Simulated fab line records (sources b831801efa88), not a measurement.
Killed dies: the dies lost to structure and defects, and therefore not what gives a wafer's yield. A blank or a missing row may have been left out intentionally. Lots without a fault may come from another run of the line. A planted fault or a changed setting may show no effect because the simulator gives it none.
Which tool did it? :: flow gf180mcu :: 11 lots, 33 wafers sampled, at 5 steps of a route of 602

## WHAT THE GAUGES READ, wafer by wafer
GF_MIM_RS_MEAS_10: the measuring method here is four-point-probe. Usual: for MIM_ALCU_RS the level is 0.1597 ohm/sq and the standard deviation is 0.0018.
lot: L306
measured: day 25 03:32
on: film metro-04
MIM_ALCU_RS (ohm/sq): 0.1600 0.1612 0.1611
flag: 

lot: L308
measured: day 25 20:50
on: film metro-04
MIM_ALCU_RS (ohm/sq): 0.1622 0.1612 0.1620
flag: 

lot: L310
measured: day 26 23:00
on: film metro-03
MIM_ALCU_RS (ohm/sq): 0.1587 0.1605 0.1592
flag: 

lot: L312
measured: day 27 03:16
on: film metro-03
MIM_ALCU_RS (ohm/sq): 0.1574 0.1575 0.1566
flag: 

lot: L313
measured: day 27 09:55
on: film metro-04
MIM_ALCU_RS (ohm/sq): 0.1595 0.1579 0.1585
flag: 

lot: L317
measured: day 28 20:02
on: film metro-04
MIM_ALCU_RS (ohm/sq): 0.1623 0.1622 0.1598
flag: 

lot: L318
measured: day 28 21:44
on: film metro-04
MIM_ALCU_RS (ohm/sq): 0.1613 0.1603 0.1621 0.1616 0.1598 0.1621
flag: 

lot: L319
measured: day 29 02:23
on: film metro-01
MIM_ALCU_RS (ohm/sq): 0.1584 0.1585 0.1565
flag: 

lot: L320
measured: day 29 08:31
on: film metro-01
MIM_ALCU_RS (ohm/sq): 0.1621 0.1626 0.1612 0.1620 0.1625 0.1614
flag: 

lot: L325
measured: day 30 17:10
on: film metro-03
MIM_ALCU_RS (ohm/sq): 0.1597 0.1593 0.1586
flag: 

lot: L327
measured: day 31 03:31
on: film metro-03
MIM_ALCU_RS (ohm/sq): 0.1585 0.1597 0.1592
flag: 

## EACH LOT AND THE TOOL THAT RAN IT (in order: tool; ch and the chambers of the sampled wafers; start)
lot: L306
GF_V4_SPUTTER_21: pvd sputter-01, day 25 02:23
GF_MIM_SPUTTER_01: pvd sputter-02, day 25 03:10
GF_MIM_CVD_05: pecvd-04 ch 0,1,2, day 25 03:17
GF_MIM_SPUTTER_07: pvd sputter-04, day 25 03:23

lot: L308
GF_V4_SPUTTER_21: pvd sputter-02, day 25 19:44
GF_MIM_SPUTTER_01: pvd sputter-04, day 25 20:32
GF_MIM_CVD_05: pecvd-04 ch 0,1,2, day 25 20:39
GF_MIM_SPUTTER_07: pvd sputter-03, day 25 20:44

lot: L310
GF_V4_SPUTTER_21: pvd sputter-04, day 26 21:53
GF_MIM_SPUTTER_01: pvd sputter-03, day 26 22:41
GF_MIM_CVD_05: pecvd-02 ch 0,1, day 26 22:49
GF_MIM_SPUTTER_07: pvd sputter-02, day 26 22:54

lot: L312
GF_V4_SPUTTER_21: pvd sputter-04, day 27 02:10
GF_MIM_SPUTTER_01: pvd sputter-02, day 27 02:57
GF_MIM_CVD_05: pecvd-02 ch 0,1,2, day 27 03:04
GF_MIM_SPUTTER_07: pvd sputter-04, day 27 03:10

lot: L313
GF_V4_SPUTTER_21: pvd sputter-04, day 27 08:49
GF_MIM_SPUTTER_01: pvd sputter-02, day 27 09:36
GF_MIM_CVD_05: pecvd-03 ch 0,1,2, day 27 09:43
GF_MIM_SPUTTER_07: pvd sputter-03, day 27 09:49

lot: L317
GF_V4_SPUTTER_21: pvd sputter-04, day 28 18:55
GF_MIM_SPUTTER_01: pvd sputter-02, day 28 19:42
GF_MIM_CVD_05: pecvd-02 ch 0,2, day 28 19:49
GF_MIM_SPUTTER_07: pvd sputter-03, day 28 19:55

lot: L318
GF_V4_SPUTTER_21: pvd sputter-02, day 28 20:38
GF_MIM_SPUTTER_01: pvd sputter-02, day 28 21:25
GF_MIM_CVD_05: pecvd-03 ch 0,1,2, day 28 21:32
GF_MIM_SPUTTER_07: pvd sputter-03, day 28 21:38

lot: L319
GF_V4_SPUTTER_21: pvd sputter-02, day 29 01:14
GF_MIM_SPUTTER_01: pvd sputter-02, day 29 02:02
GF_MIM_CVD_05: pecvd-03 ch 0,1, day 29 02:09
GF_MIM_SPUTTER_07: pvd sputter-04, day 29 02:15

lot: L320
GF_V4_SPUTTER_21: pvd sputter-04, day 29 07:23
GF_MIM_SPUTTER_01: pvd sputter-02, day 29 08:11
GF_MIM_CVD_05: pecvd-02 ch 0,1,2, day 29 08:18
GF_MIM_SPUTTER_07: pvd sputter-03, day 29 08:23

lot: L325
GF_V4_SPUTTER_21: pvd sputter-01, day 30 16:02
GF_MIM_SPUTTER_01: pvd sputter-03, day 30 16:50
GF_MIM_CVD_05: pecvd-03 ch 1,2, day 30 16:58
GF_MIM_SPUTTER_07: pvd sputter-02, day 30 17:03

lot: L327
GF_V4_SPUTTER_21: pvd sputter-04, day 31 02:25
GF_MIM_SPUTTER_01: pvd sputter-03, day 31 03:12
GF_MIM_CVD_05: pecvd-03 ch 0,1,2, day 31 03:19
GF_MIM_SPUTTER_07: pvd sputter-02, day 31 03:25
- GF_V4_SPUTTER_21: material Ti, target thk 15 nm, time 80.02 s.
- GF_MIM_SPUTTER_01: material TiN, target thk 30 nm, time 25 s.
- GF_MIM_CVD_05: deposits Si3N4, target thk 42 nm, time 29.086 s.
- GF_MIM_SPUTTER_07: material TiN, target thk 60 nm, time 50 s.

## AS READ BY THE TOOLS THEMSELVES (means over the sampled wafers that have a number; for cases with no such wafer, the mark the record gives instead)
GF_V4_SPUTTER_21. Usual: substrate temp c 199.99 C, standard deviation 0.17; throttle valve pct 30.5 %, standard deviation 0.92.
lot: L306
tool: pvd sputter-01
substrate temp c (C): 199.98
throttle valve pct (%): 29.9
flag: 

lot: L308
tool: pvd sputter-02
substrate temp c (C): 200.18
throttle valve pct (%): 30.1
flag: 

lot: L310
tool: pvd sputter-04
substrate temp c (C): 200.02
throttle valve pct (%): 31.2
flag: 

lot: L312
tool: pvd sputter-04
substrate temp c (C): 199.94
throttle valve pct (%): 31.0
flag: 

lot: L313
tool: pvd sputter-04
substrate temp c (C): 199.95
throttle valve pct (%): 31.0
flag: 

lot: L317
tool: pvd sputter-04
substrate temp c (C): 199.99
throttle valve pct (%): 31.2
flag: 

lot: L318
tool: pvd sputter-02
substrate temp c (C): 200.02
throttle valve pct (%): 30.6
flag: 

lot: L319
tool: pvd sputter-02
substrate temp c (C): 199.71
throttle valve pct (%): 31.3
flag: 

lot: L320
tool: pvd sputter-04
substrate temp c (C): 199.98
throttle valve pct (%): 31.6
flag: 

lot: L325
tool: pvd sputter-01
substrate temp c (C): 200.27
throttle valve pct (%): 30.3
flag: 

lot: L327
tool: pvd sputter-04
substrate temp c (C): 200.13
throttle valve pct (%): 30.0
flag: 

GF_MIM_SPUTTER_01. Usual: throttle valve pct at 30.7 %, with a standard deviation of 0.8.
lot: L306
tool: pvd sputter-02
throttle valve pct (%): 30.7
flag: 

lot: L308
tool: pvd sputter-04
throttle valve pct (%): 31.7
flag: 

lot: L310
tool: pvd sputter-03
throttle valve pct (%): 31.1
flag: 

lot: L312
tool: pvd sputter-02
throttle valve pct (%): 31.0
flag: 

lot: L313
tool: pvd sputter-02
throttle valve pct (%): 30.3
flag: 

lot: L317
tool: pvd sputter-02
throttle valve pct (%): 30.1
flag: 

lot: L318
tool: pvd sputter-02
throttle valve pct (%): 30.6
flag: 

lot: L319
tool: pvd sputter-02
throttle valve pct (%): 31.2
flag: 

lot: L320
tool: pvd sputter-02
throttle valve pct (%): 30.4
flag: 

lot: L325
tool: pvd sputter-03
throttle valve pct (%): 30.7
flag: 

lot: L327
tool: pvd sputter-03
throttle valve pct (%): 30.8
flag: 

GF_MIM_CVD_05. Usual: heater power w at 673 W, with a standard deviation of 65.
lot: L306
tool: pecvd-04
heater power w (W): 683
flag: 

lot: L308
tool: pecvd-04
heater power w (W): 684
flag: 

lot: L310
tool: pecvd-02
heater power w (W): 796
flag: 

lot: L312
tool: pecvd-02
heater power w (W): 768
flag: 

lot: L313
tool: pecvd-03
heater power w (W): 640
flag: 

lot: L317
tool: pecvd-02
heater power w (W): 735
flag: 

lot: L318
tool: pecvd-03
heater power w (W): 633
flag: 

lot: L319
tool: pecvd-03
heater power w (W): 592
flag: 

lot: L320
tool: pecvd-02
heater power w (W): 697
flag: 

lot: L325
tool: pecvd-03
heater power w (W): 661
flag: 

lot: L327
tool: pecvd-03
heater power w (W): 657
flag: 

GF_MIM_SPUTTER_07. Usual: throttle valve pct at 30.6 %, with a standard deviation of 0.8.
lot: L306
tool: pvd sputter-04
throttle valve pct (%): 30.9
flag: 

lot: L308
tool: pvd sputter-03
throttle valve pct (%): 30.7
flag: 

lot: L310
tool: pvd sputter-02
throttle valve pct (%): 30.9
flag: 

lot: L312
tool: pvd sputter-04
throttle valve pct (%): 31.1
flag: 

lot: L313
tool: pvd sputter-03
throttle valve pct (%): 30.6
flag: 

lot: L317
tool: pvd sputter-03
throttle valve pct (%): 30.6
flag: 

lot: L318
tool: pvd sputter-03
throttle valve pct (%): 30.7
flag: 

lot: L319
tool: pvd sputter-04
throttle valve pct (%): 31.2
flag: 

lot: L320
tool: pvd sputter-03
throttle valve pct (%): 30.0
flag: 

lot: L325
tool: pvd sputter-02
throttle valve pct (%): 29.9
flag: 

lot: L327
tool: pvd sputter-02
throttle valve pct (%): 30.4
flag: 

## THE ANSWER, worked out from the rows above alone
Rule: take the mean of a lot's wafers that have a number; if it is more than 3 standard deviations from the usual mean, the lot is off. Also off: a lot with no number at a reading for which 4 or more lots have one. The other lots that the step has rows for count as sound. Order of review: gauges by route order, followed by the tools' own readings, for which a lot's mean as printed above is used. At the first step where some lot is off, the reading lying furthest off is the one used; lots without a number count as furthest.
Nothing can be told from this: no lot is off at any reading shown.

## WHAT THE SIMULATOR HAD PUT IN
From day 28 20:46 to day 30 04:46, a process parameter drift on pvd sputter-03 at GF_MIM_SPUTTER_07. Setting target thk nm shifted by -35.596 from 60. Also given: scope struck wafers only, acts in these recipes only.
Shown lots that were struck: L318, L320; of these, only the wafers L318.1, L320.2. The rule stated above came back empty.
